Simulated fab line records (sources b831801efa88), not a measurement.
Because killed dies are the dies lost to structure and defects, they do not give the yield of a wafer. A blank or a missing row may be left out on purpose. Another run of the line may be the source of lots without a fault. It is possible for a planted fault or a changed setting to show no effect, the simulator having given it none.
fab line records	flow sky130
[record] lots = 5	wafers = 15	last_day = 50
route steps=708 shown SONOS_TUNNEL@155 SONOS_ONO@168 PAD_OPEN@708
lots that met no fault: from a run of the same line without faults
start_h: the number of hours between the record's first day and the start of the first shown wafer of the lot	wait_h: hours since the lot's step before	" repeats the value in the row above	L1.1+2: a single row standing in for several wafers	- no value, or no start was given	* or withheld: withheld	< > ~ a bound
route shown NAME@n: NAME is a module with steps in the file, n the number in the route of the first one	usual: mean/standard deviation of fault-free wafers	same: alike in all rows	chamber/n: place in a boat	sites: per-site readings	_std_site: standard deviation across them	_edge_site: inner sites' mean taken away from outer sites' mean	radius_mm: for every site, how far away it sits from the centre of the wafer	mask NAME#n: copy n	behind: the most recent tool/chamber to have shaped the wafer	hold: cause of the lot's hold/its duration in hours/its outcome	device: the transistor (n, p or np) that didn't switch	end of line: at the end of the route, the tests of the same wafers	for a step that has no rows: nothing shown but its recipe	killed: count of dies lost to structure and defects at first sort (not the wafer's yield)	map: a wafer's dies, x killed, . not, _ none there
set.NAME: setting as actually run; set.NAME@STEP: the setting as run at that earlier step	model.NAME: the simulator's own value behind a step, which no gauge read
lots at some steps of the route; a table a step, a row a wafer
services: the hour from which a tool's chamber was out of use, counted from the record's first day as start_h (under 0 if before that day), plus the number of hours and why
[[steps]]
[step SKY_SONOS_TUNNEL_HMDS_01]
[recipe] prime_time_s = 60	prime_temp_c = 120
[step SKY_SONOS_TUNNEL_COAT_02]
[recipe] resist = NOVOLAK	spin_rpm = 3000	resist_thk_nm = 1140
[step SKY_SONOS_TUNNEL_SOFTBAKE_03]
[recipe] temp_c = 90	time_s = 60	resist = NOVOLAK
[step SKY_SONOS_TUNNEL_EXPOSE_04]
[recipe] mask_id = TUNM	na = 0.6	source_shape = conventional	sigma_outer = 0.6	polarization = unpolarized	target_cd_nm = 410	dose_mj = 136
[step SKY_SONOS_TUNNEL_PEB_05]
[recipe] temp_c = withheld	time_s = *	resist = NOVOLAK
[step SKY_SONOS_TUNNEL_DEVELOP_06]
[recipe] resist = NOVOLAK	developer = TMAH	develop_time_s = 60	dev_temp_c = 22.39
[step SKY_SONOS_TUNNEL_CD_MEAS_07]
[recipe] target_cd_nm = 410
[usual] cd_nm = 410.2/2
lot.wafer	tool	chamber	start_h	wait_h	cd_nm
L355.1	cd_sem-02	-	243.63	0.1	406.2
L355.4	"	-	"	"	407.9
L355.5	"	-	"	"	407.7
L357.2	cd_sem-01	-	266.81	0.1	409.7
L357.3	"	-	"	"	410.7
L357.4	"	-	"	"	410.7
L365.1	cd_sem-02	-	326.49	0.1	412.9
L365.2	"	-	"	"	413.0
L365.4	"	-	"	"	411.4
L375.4	cd_sem-01	-	407.64	0.1	410.4
L375.5	"	-	"	"	409.6
L375.6	"	-	"	"	409.4
L376.1	cd_sem-01	-	415.38	0.1	410.5
L376.2	"	-	"	"	411.4
L376.6	"	-	"	"	412.4
[step SKY_SONOS_TUNNEL_OVL_MEAS_08]
[usual] SONOS_TUNNEL_OVL = 0.1/1.3
lot.wafer	tool	chamber	start_h	wait_h	SONOS_TUNNEL_OVL[nm]
L355.1	overlay-01	-	243.75	0.1	0.7
L355.4	"	-	"	"	0.6
L355.5	"	-	"	"	3.0
L357.2	overlay-01	-	266.91	0.1	1.7
L357.3	"	-	"	"	2.4
L357.4	"	-	"	"	1.0
L365.1	overlay-02	-	326.61	0.1	0.0
L365.2	"	-	"	"	-0.9
L365.4	"	-	"	"	-2.4
L375.4	overlay-02	-	407.72	0.1	2.5
L375.5	"	-	"	"	2.3
L375.6	"	-	"	"	1.6
L376.1	overlay-01	-	415.50	0.1	1.7
L376.2	"	-	"	"	-0.1
L376.6	"	-	"	"	2.1
[step SKY_SONOS_TUNNEL_IMPLANT_09]
[recipe] species = B	energy_kev = 20	dose_cm2 = 1e+12	tilt_deg = withheld
[step SKY_SONOS_TUNNEL_WET_ETCH_10]
[recipe] chemistry = dHF	target_depth_nm = 14	target = SiO2	dilution = 100:1	temp_c = 25	time_s = 280
[step SKY_SONOS_TUNNEL_STRIP_11]
[recipe] chemistry = SPM	time_s = 600	temp_c = 130
[step SKY_SONOS_TUNNEL_TW_MEAS_12]
[usual] SONOS_TUNNEL_TW = 196.1/0.9
lot.wafer	tool	chamber	start_h	wait_h	SONOS_TUNNEL_TW
L355.1	film_metro-02	-	244.20	0.0	197.8
L355.4	"	-	"	"	196.8
L355.5	"	-	"	"	197.5
L357.2	film_metro-03	-	267.46	0.0	195.9
L357.3	"	-	"	"	195.1
L357.4	"	-	"	"	196.1
L365.1	film_metro-02	-	327.07	0.0	195.1
L365.2	"	-	"	"	195.2
L365.4	"	-	"	"	195.2
L375.4	film_metro-02	-	408.19	0.0	197.2
L375.5	"	-	"	"	196.7
L375.6	"	-	"	"	197.1
L376.1	film_metro-02	-	415.95	0.0	197.1
L376.2	"	-	"	"	197.2
L376.6	"	-	"	"	197.2
[step SKY_SONOS_TUNNEL_CLEAN_13]
[recipe] chemistry = dHF	time_s = 20	dilution = 100:1	dry = ipa_marangoni
[usual] run_length_s = 49.6/2.3
lot.wafer	tool	chamber	start_h	wait_h	run_length_s	model.SiO2_of_NWELL_OXIDATION_01.thk_nm
L355.1	wet_bench-03	2	244.26	0.1	48.0	9.209
L355.4	"	2	"	"	48.0	9.191
L355.5	"	2	"	"	48.0	8.974
L357.2	wet_bench-04	2	267.51	0.0	51.0	9.118
L357.3	"	2	"	"	51.0	9.179
L357.4	"	2	"	"	51.0	9.149
L365.1	wet_bench-03	1	327.13	0.1	37.1	9.667
L365.2	"	1	"	"	37.1	9.555
L365.4	"	1	"	"	37.1	9.367
L375.4	wet_bench-04	0	408.22	0.0	46.8	8.858
L375.5	"	0	"	"	46.8	9.136
L375.6	"	0	"	"	46.8	8.856
L376.1	wet_bench-03	2	416.01	0.1	48.4	9.083
L376.2	"	2	"	"	48.4	9.073
L376.6	"	2	"	"	48.4	9.093
[step SKY_SONOS_ONO_OXIDATION_00]
[recipe] temp_c = 800	ambient = O2	idle_temp_c = 700	ramp_up_c_per_min = 10	ramp_down_c_per_min = 3	stabilise_s = 600	purge_s = 300	target_thk_a = 26	ox_time_s = 1249
[step SKY_SONOS_ONO_THK_MEAS_01]
[recipe] reads = SiO2_of_SONOS_ONO_OXIDATION_00
[usual] SONOS_ONO_OXIDATION_THK = 2.59/0.048
lot.wafer	tool	chamber	start_h	wait_h	SONOS_ONO_OXIDATION_THK[nm]
L355.1	film_metro-03	-	247.09	0.0	2.58
L355.4	"	-	"	"	2.63
L355.5	"	-	"	"	2.52
L357.2	film_metro-03	-	268.89	0.0	2.63
L357.3	"	-	"	"	2.65
L357.4	"	-	"	"	2.61
L365.1	film_metro-01	-	329.07	0.0	2.57
L365.2	"	-	"	"	2.62
L365.4	"	-	"	"	2.56
L375.4	film_metro-01	-	413.10	0.0	2.58
L375.5	"	-	"	"	2.61
L375.6	"	-	"	"	2.58
L376.1	film_metro-04	-	419.74	0.0	2.61
L376.2	"	-	"	"	2.54
L376.6	"	-	"	"	2.52
[step SKY_SONOS_ONO_CVD_02]
[recipe] material = Si3N4	precursor = DCS/NH3	target_thk_nm = 10.5	temp_c = 770	time_s = 180	pressure_mtorr = 250
[step SKY_SONOS_ONO_THK_MEAS_03]
[recipe] reads = Si3N4_of_SONOS_ONO_CVD_02
[usual] SONOS_ONO_CVD_02_THK = 10.55/0.12
lot.wafer	tool	chamber	start_h	wait_h	SONOS_ONO_CVD_02_THK[nm]
L355.1	film_metro-03	-	249.82	0.0	10.48
L355.4	"	-	"	"	10.45
L355.5	"	-	"	"	10.48
L357.2	film_metro-04	-	270.00	0.0	10.43
L357.3	"	-	"	"	10.39
L357.4	"	-	"	"	10.34
L365.1	film_metro-03	-	330.62	0.0	10.53
L365.2	"	-	"	"	10.43
L365.4	"	-	"	"	10.50
L375.4	film_metro-04	-	414.73	0.0	10.41
L375.5	"	-	"	"	10.49
L375.6	"	-	"	"	10.52
L376.1	film_metro-04	-	420.85	0.0	10.31
L376.2	"	-	"	"	10.31
L376.6	"	-	"	"	10.40
[step SKY_SONOS_ONO_CVD_04]
[recipe] material = SiO2	precursor = SiH4/N2O	target_thk_nm = 5.7199	temp_c = 900	pressure_mtorr = 400
[step SKY_SONOS_ONO_THK_MEAS_05]
[recipe] reads = SiO2_of_SONOS_ONO_CVD_04
[usual] SONOS_ONO_CVD_04_THK = 5.76/0.12
lot.wafer	tool	chamber	start_h	wait_h	SONOS_ONO_CVD_04_THK[nm]
L355.1	film_metro-04	-	251.13	0.0	5.79
L355.4	"	-	"	"	5.88
L355.5	"	-	"	"	5.86
L357.2	film_metro-01	-	271.31	0.0	5.81
L357.3	"	-	"	"	5.84
L357.4	"	-	"	"	5.86
L365.1	film_metro-03	-	331.93	0.0	6.00
L365.2	"	-	"	"	5.90
L365.4	"	-	"	"	5.81
L375.4	film_metro-03	-	416.04	0.0	5.60
L375.5	"	-	"	"	5.60
L375.6	"	-	"	"	5.67
L376.1	film_metro-04	-	422.16	0.0	5.61
L376.2	"	-	"	"	5.59
L376.6	"	-	"	"	5.75
[step SKY_SONOS_ONO_DEHYDRATE_06]
[recipe] temp_c = 200	time_s = 60
[step SKY_SONOS_ONO_HMDS_07]
[recipe] prime_time_s = 60	prime_temp_c = 120
[step SKY_SONOS_ONO_COAT_08]
[recipe] resist = NOVOLAK	spin_rpm = 3000	resist_thk_nm = 1140
[step SKY_SONOS_ONO_SOFTBAKE_09]
[recipe] temp_c = 90	time_s = 60	resist = NOVOLAK
[step SKY_SONOS_ONO_EXPOSE_10]
[recipe] mask_id = ONOM	target_cd_nm = 410	na = 0.6	source_shape = conventional	sigma_outer = 0.6	dose_mj = 150
[step SKY_SONOS_ONO_PEB_11]
[recipe] temp_c = withheld	time_s = *	resist = NOVOLAK
[step SKY_SONOS_ONO_DEVELOP_12]
[recipe] develop_time_s = 60	dev_temp_c = 23
[step SKY_SONOS_ONO_CD_MEAS_13]
[recipe] target_cd_nm = 410
[usual] cd_nm = 410.1/1.9
lot.wafer	tool	chamber	start_h	wait_h	cd_nm
L355.1	cd_sem-02	-	274.75	0.1	410.4
L355.4	"	-	"	"	411.2
L355.5	"	-	"	"	411.6
L357.2	cd_sem-02	-	295.81	0.1	411.2
L357.3	"	-	"	"	408.3
L357.4	"	-	"	"	411.2
L365.1	cd_sem-02	-	359.13	0.1	410.1
L365.2	"	-	"	"	410.6
L365.4	"	-	"	"	412.0
L375.4	cd_sem-02	-	446.99	0.1	411.7
L375.5	"	-	"	"	410.7
L375.6	"	-	"	"	409.8
L376.1	cd_sem-01	-	453.29	0.1	411.3
L376.2	"	-	"	"	408.2
L376.6	"	-	"	"	410.9
[step SKY_SONOS_ONO_OVL_MEAS_14]
[usual] SONOS_ONO_OVL = 1.4/1.4
lot.wafer	tool	chamber	start_h	wait_h	SONOS_ONO_OVL[nm]
L355.1	overlay-02	-	274.87	0.1	0.4
L355.4	"	-	"	"	2.7
L355.5	"	-	"	"	0.4
L357.2	overlay-01	-	295.92	0.1	2.2
L357.3	"	-	"	"	3.1
L357.4	"	-	"	"	1.3
L365.1	overlay-01	-	359.25	0.1	1.9
L365.2	"	-	"	"	2.9
L365.4	"	-	"	"	3.3
L375.4	overlay-01	-	447.07	0.1	0.7
L375.5	"	-	"	"	0.7
L375.6	"	-	"	"	2.2
L376.1	overlay-02	-	453.41	0.1	0.2
L376.2	"	-	"	"	0.2
L376.6	"	-	"	"	-0.8
[step SKY_SONOS_ONO_ETCH_15]
[recipe] target_depth_nm = 19.52	chemistry = CHF3/O2	source_w = 600	bias_w = 200	pressure_mtorr = 40	chf3_flow_sccm = 50	O2_flow_sccm = 5	time_s = 7.8
[usual] drypump_motor_current_A = 5.8/0.39	oes_product_au = 0.993/0.011	throttle_valve_pct = 8.823/0.01
lot.wafer	tool	chamber	start_h	wait_h	drypump_motor_current_A	oes_product_au	rf_hours_counter_h	throttle_valve_pct	model.SiO2_of_NWELL_OXIDATION_01.thk_nm
L355.1	rie_diel-01	0	274.90	0.0	5.5	1.003	115	8.827	5.913
L355.4	"	2	"	"	5.5	0.991	69	8.837	5.925
L355.5	"	3	"	"	6.0	0.993	-	8.821	5.689
L357.2	rie_diel-03	1	295.95	0.0	5.6	1.000	32	8.829	5.826
L357.3	"	2	"	"	4.8	1.006	95	8.818	5.864
L357.4	"	3	"	"	5.6	0.978	0	8.824	5.934
L365.1	rie_diel-03	1	359.29	0.0	5.6	0.999	33	8.834	6.378
L365.2	"	2	"	"	4.8	1.005	96	8.828	6.252
L365.4	"	0	"	"	6.3	1.011	5	8.842	6.048
L375.4	rie_diel-02	0	447.09	0.0	6.2	0.978	95	8.842	5.666
L375.5	"	3	"	"	5.3	0.990	-	8.821	5.937
L375.6	"	2	"	"	5.8	0.987	-	8.840	5.588
L376.1	rie_diel-02	0	453.45	0.0	6.2	0.972	95	8.813	5.926
L376.2	"	2	"	"	5.8	0.992	52	8.821	5.801
L376.6	"	2	"	"	5.8	0.984	-	8.826	5.827
[step SKY_SONOS_ONO_WET_ETCH_16]
[recipe] chemistry = dHF	target_depth_nm = 14	dry = n2_spin	target = SiO2	dilution = 100:1	temp_c = 25	time_s = 276.5
[step SKY_PAD_OPEN_PROBE_99]
[usual] killed_at_M0_to_M3 = 45/6.8	killed_at_M4_up = 3.0/1.7	killed_at_contacts = 25/5.7	killed_at_front_end = 15/4.6	killed_at_other = 0.3/0.66	killed_dies = 88/9.5	killed_open = 48/7.3	killed_short = 39/6.5
[same] gross_dies = 492	killed_at_back_side = 0
lot.wafer	tool	chamber	start_h	wait_h	killed_at_M0_to_M3	killed_at_M4_up	killed_at_contacts	killed_at_front_end	killed_at_other	killed_dies	killed_open	killed_short	model.etest.cap_ono.gate_bv_v
L355.1	prober-01	-	1071.60	0.1	47	5	26	21	0	99	47	51	16.57
L355.4	prober-01	-	1071.75	0.2	40	3	29	26	0	98	52	46	16.38
L355.5	prober-01	-	1071.80	0.2	33	4	22	15	0	74	40	34	16.47
L357.2	prober-01	-	1088.25	0.1	42	3	15	15	1	76	37	38	17.07
L357.3	prober-01	-	1088.30	0.2	52	1	21	19	0	93	53	39	16.33
L357.4	prober-01	-	1088.35	0.2	32	1	28	16	0	77	51	25	16.12
L365.1	prober-02	-	1133.27	0.1	48	2	22	12	0	84	48	36	15.74
L365.2	prober-02	-	1133.32	0.1	37	5	30	12	0	84	45	38	16
L365.4	prober-02	-	1133.42	0.2	38	3	26	15	0	82	43	38	16.03
L375.4	prober-02	-	1186.06	0.2	43	3	25	13	0	84	50	34	15.74
L375.5	prober-02	-	1186.11	0.2	50	3	33	12	0	98	59	37	16.69
L375.6	prober-02	-	1186.16	0.2	38	1	37	7	0	83	51	31	16.12
L376.1	prober-01	-	1190.90	0.1	47	4	35	16	0	102	59	43	16.28
L376.2	prober-01	-	1190.95	0.1	53	4	23	13	0	93	60	33	16.13
L376.6	prober-01	-	1191.15	0.2	58	3	19	20	1	101	58	43	16.2
// killed by level:class
L355.1 VIA1:geometric_particle:open=13 CONTACT:geometric_particle:open=12 FIELD_ISO:geometric_particle:short=9 VIA1:geometric_particle:short=7 METAL2:geometric_particle:short=7 METAL1:geometric_particle:short=6 VIA2:geometric_particle:open=6 FIELD_ISO:geometric_particle:open=4
L355.4 LI_CONTACT:geometric_particle:open=10 VIA2:geometric_particle:open=9 POLY_GATE:geometric_particle:short=7 VIA1:geometric_particle:open=7 CONTACT:geometric_particle:open=7 METAL2:geometric_particle:short=6 FIELD_ISO:geometric_particle:open=5 LI_CONTACT:geometric_particle:short=5
L355.5 CONTACT:geometric_particle:open=9 VIA2:geometric_particle:open=9 FIELD_ISO:geometric_particle:open=5 LOCAL_INTERCONNECT:geometric_particle:short=5 VIA1:geometric_particle:open=5 FIELD_ISO:geometric_particle:short=4 LI_CONTACT:geometric_particle:open=4 VIA1:geometric_particle:short=4
L357.2 VIA1:geometric_particle:open=10 LI_CONTACT:geometric_particle:open=7 VIA1:geometric_particle:short=7 METAL1:geometric_particle:short=7 VIA3:geometric_particle:open=5 VIA2:geometric_particle:open=5 POLY_GATE:geometric_particle:open=4 VIA2:geometric_particle:short=4
L357.3 VIA1:geometric_particle:open=12 VIA2:geometric_particle:open=11 VIA1:geometric_particle:short=7 VIA3:geometric_particle:open=7 POLY_GATE:geometric_particle:open=6 FIELD_ISO:geometric_particle:short=5 CONTACT:geometric_particle:short=5 LI_CONTACT:geometric_particle:open=5
L357.4 LI_CONTACT:geometric_particle:open=11 VIA1:geometric_particle:open=8 CONTACT:geometric_particle:open=7 FIELD_ISO:geometric_particle:open=5 CONTACT:geometric_particle:short=5 METAL2:geometric_particle:short=5 VIA1:geometric_particle:short=4 VIA2:geometric_particle:open=4
L365.1 VIA1:geometric_particle:open=11 CONTACT:geometric_particle:open=9 VIA3:geometric_particle:open=8 VIA2:geometric_particle:open=7 LI_CONTACT:geometric_particle:open=6 METAL2:geometric_particle:short=6 VIA1:geometric_particle:short=5 METAL3:geometric_particle:short=4
L365.2 CONTACT:geometric_particle:open=10 LI_CONTACT:geometric_particle:open=7 VIA1:geometric_particle:open=7 VIA2:geometric_particle:open=6 LOCAL_INTERCONNECT:geometric_particle:short=5 FIELD_ISO:geometric_particle:short=4 LI_CONTACT:geometric_particle:short=4 METAL1:geometric_particle:short=4
L365.4 CONTACT:geometric_particle:open=12 METAL1:geometric_particle:short=10 VIA3:geometric_particle:open=8 LI_CONTACT:geometric_particle:open=6 VIA1:geometric_particle:short=6 FIELD_ISO:geometric_particle:open=4 POLY_GATE:geometric_particle:short=4 LOCAL_INTERCONNECT:geometric_particle:short=4
L375.4 CONTACT:geometric_particle:open=13 VIA1:geometric_particle:open=10 METAL1:geometric_particle:short=6 CONTACT:geometric_particle:short=5 VIA3:geometric_particle:open=5 LI_CONTACT:geometric_particle:open=4 VIA2:geometric_particle:open=4 POLY_GATE:geometric_particle:short=3
L375.5 CONTACT:geometric_particle:open=12 VIA1:geometric_particle:open=12 LI_CONTACT:geometric_particle:open=10 VIA2:geometric_particle:open=9 VIA2:geometric_particle:short=6 CONTACT:geometric_particle:short=4 VIA1:geometric_particle:short=4 METAL2:geometric_particle:short=4
L375.6 CONTACT:geometric_particle:open=15 VIA1:geometric_particle:open=9 CONTACT:geometric_particle:short=9 LI_CONTACT:geometric_particle:open=7 VIA3:geometric_particle:open=7 LOCAL_INTERCONNECT:geometric_particle:short=5 VIA2:geometric_particle:open=5 METAL2:geometric_particle:open=3
L376.1 VIA1:geometric_particle:open=16 CONTACT:geometric_particle:open=14 VIA1:geometric_particle:short=7 FIELD_ISO:geometric_particle:open=6 LI_CONTACT:geometric_particle:open=6 CONTACT:geometric_particle:short=6 VIA3:geometric_particle:open=6 LOCAL_INTERCONNECT:geometric_particle:short=5
L376.2 VIA1:geometric_particle:open=18 CONTACT:geometric_particle:open=12 VIA3:geometric_particle:open=8 METAL2:geometric_particle:short=7 METAL1:geometric_particle:short=6 VIA1:geometric_particle:short=6 LI_CONTACT:geometric_particle:open=5 FIELD_ISO:geometric_particle:open=4
L376.6 VIA1:geometric_particle:open=16 VIA1:geometric_particle:short=10 CONTACT:geometric_particle:open=9 VIA3:geometric_particle:open=8 METAL2:geometric_particle:short=6 POLY_GATE:geometric_particle:open=6 VIA2:geometric_particle:open=6 POLY_GATE:geometric_particle:short=5
[[services]]
tool	chamber	start_h	hours	kind
rie_diel-03	3	244.81	-	clean
rie_diel-03	3	244.81	13.6	scheduled_down
rie_diel-03	3	244.81	13.6	vent_cycle
rie_diel-03	0	249.58	1.6	repair
rie_diel-01	2	263.79	6.8	repair
rie_diel-03	3	277.20	2.9	repair
rie_diel-01	3	303.98	1.4	repair
rie_diel-02	-	308.98	0.2	repair
rie_diel-02	3	310.50	7.9	repair
wet_bench-04	-	325.16	1.4	repair
rie_diel-02	3	348.39	-	clean
rie_diel-02	3	348.39	26.4	scheduled_down
rie_diel-02	3	348.39	26.4	vent_cycle
rie_diel-01	0	351.43	-	clean
rie_diel-01	0	351.43	18.3	scheduled_down
rie_diel-01	0	351.43	18.3	vent_cycle
rie_diel-03	2	366.89	10.1	repair
rie_diel-03	0	379.24	5.6	repair
wet_bench-04	-	401.28	2.6	repair
rie_diel-02	-	402.74	0.2	repair
rie_diel-01	3	429.63	15.8	repair
rie_diel-03	0	446.75	5.3	repair
[[key]]
[first_sign] step = SKY_SONOS_TUNNEL_CLEAN_13	reading = run_length_s	direction = down	sigmas = 5.3	usual = *	struck = *
effect none on later readings
[model_effect] step = SKY_SONOS_TUNNEL_CLEAN_13	value = SiO2_of_NWELL_OXIDATION_01.thk_nm	without = 9.06	struck = 9.53
[model_effect] step = SKY_SONOS_ONO_ETCH_15	value = SiO2_of_NWELL_OXIDATION_01.thk_nm	without = 5.756	struck = 6.226
[model_effect] step = SKY_PAD_OPEN_PROBE_99	value = etest.cap_ono.gate_bv_v	without = 16.7	struck = 15.93
met_at SKY_SONOS_TUNNEL_CLEAN_13
struck_wafers L365.1,L365.2,L365.4
tester_left_out L365
[fault] kind = process_parameter_drift	tool = wet_bench-03	chamber = 1	onset_h = 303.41	steps = SKY_SONOS_TUNNEL_CLEAN_13	channel = time_s	offset = *	shape = step	end_h = 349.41	acts_in = *	stated = *
// tester_left_out: of these lots the tester's yield and bins aren't shown, on N5 and GAA mostly nor the transistor test; their killed dies are dies lost to structure and defects alone, not to doping, threshold or leakage, so they don't give the yield
